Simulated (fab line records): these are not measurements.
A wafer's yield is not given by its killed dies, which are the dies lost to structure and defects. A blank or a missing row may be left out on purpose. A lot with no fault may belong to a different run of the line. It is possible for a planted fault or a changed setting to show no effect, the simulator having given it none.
Comparing a struck lot with a sound one || flow sfq_line || 14 out of 325 route steps
Sound: the wafers L858.1, L858.3, L858.5. Struck: wafer L857.4; the same lot's L857.1 was not struck, so it is left out; see the end for the cause.
For every step that has rows: the tool of each side, followed by ch and its chambers, followed by its first start. Under that, the readings that differ: sound wafers || struck wafers || difference of the means || sigmas: that difference in standard deviations of wafers without a fault.
alike: same words and numbers on both sides, and readings whose means sit less than 2 such deviations apart. not compared: any withheld reading, any reading some wafer has no value for, any bound like >300 that may hide the same value, and any number with overlapping values for which the record gives no deviation.
The two part at a step that has a row with sigmas, a row that says differs or no value, or rows on one side only. Numbers that have no deviation but don't overlap get no sigmas and don't part them. A reading that every wafer of one side lacks parts them only if that side has two wafers or more.

first, 2 steps without rows for these wafers: SFQ_TRILAYER_I2_VIA_STRIP_SOLV_CLEAN_072 (cleans in NMP, time 600 s); SFQ_TRILAYER_M3_DEP_PRE_CLEAN_074 (time 22.5 s).
SFQ_TRILAYER_M3_DEP_SPUTTER_073: material Nb, target thk 200 nm, time 133.3 s.
  sound on pvd_sputter-05 at day 28 18:14; struck on pvd_sputter-03 at day 27 21:24
  alike: throttle_valve_pct
SFQ_M3_RS_MEAS_919: the measuring method here is four-point-probe.
  sound on film_metro-02 at day 28 18:19; struck on film_metro-01 at day 27 21:30
  alike: M3_NB_RS
then, 6 steps without rows for these wafers: SFQ_TRILAYER_M3_LITHO_COAT_080 (resist thk 62 nm); SFQ_TRILAYER_M3_LITHO_COAT_075 (resist thk 600 nm); SFQ_TRILAYER_M3_LITHO_SOFTBAKE_079; SFQ_TRILAYER_M3_LITHO_EXPOSE_076 (exposes mask M3, target cd 500 nm); SFQ_TRILAYER_M3_LITHO_PEB_078 (peb time 60 s); SFQ_TRILAYER_M3_LITHO_DEVELOP_077 (time 60 s).
-- the record jumps here: 4 days lie between the struck wafers' starts before and after --
SFQ_M3_OVL_MEAS_921:
  sound on overlay-02 at day 31 22:06; struck on overlay-02 at day 31 11:18
  alike: M3_OVL
SFQ_TRILAYER_M3_BARC_OPEN_METAL_ETCH_100: etches BARC in O2, target depth 125 nm, time 41.7 s.
  sound on rie_metal-04 ch 0,1, day 31 22:08; struck on rie_metal-03 ch 0, day 31 11:20
{"reading": "oes_product_au (a.u.)", "sound": "0.685 0.687 0.677", "struck": 0.817, "difference": "+0.134", "sigmas": "+30"}
{"reading": "run_length_s (s)", "sound": "70.3 70.3 69.4", "struck": 61.2, "difference": -8.8, "sigmas": -9}
{"reading": "model.KrF_of_TRILAYER_M3_LITHO_COAT_075.thk_nm (nm)", "sound": "524 522.3 524.5", "struck": 531.3, "difference": "+7.7", "sigmas": ""}
  alike: drypump_motor_current_A
  not compared: rf_hours_counter_h
SFQ_TRILAYER_M3_ETCH_METAL_ETCH_078: etches Nb in Cl2/Ar, stops on SiO2, target depth 240 nm, time 120 s.
  sound on rie_metal-04 ch 0,1, day 31 22:12; struck on rie_metal-03 ch 0, day 31 11:24
{"reading": "drypump_motor_current_A (A)", "sound": "5.9 5.9 6.0", "struck": 5.1, "difference": -0.8, "sigmas": -2}
{"reading": "model.KrF_of_TRILAYER_M3_LITHO_COAT_075.thk_nm (nm)", "sound": "379.7 377.3 383.3", "struck": 385.3, "difference": "+5.2", "sigmas": ""}
  alike: oes_product_au, run_length_s
  not compared: rf_hours_counter_h
SFQ_TRILAYER_M3_STRIP_STRIP_079: strips in O2.
  sound on rie_metal-04 ch 0,1, day 31 22:19; struck on rie_metal-03 ch 0, day 31 11:31
{"reading": "drypump_motor_current_A (A)", "sound": "5.9 5.9 6.0", "struck": 5.1, "difference": -0.8, "sigmas": -2}
  alike: oes_product_au
  not compared: rf_hours_counter_h

## WHERE THEY PART
Last at SFQ_TRILAYER_M3_STRIP_STRIP_079 as far as this record goes, first at SFQ_TRILAYER_M3_BARC_OPEN_METAL_ETCH_100.

WHY: whatever the simulator had introduced
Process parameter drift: rie_metal-03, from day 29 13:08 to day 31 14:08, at SFQ_TRILAYER_M3_BARC_OPEN_METAL_ETCH_100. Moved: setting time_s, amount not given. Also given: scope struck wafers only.
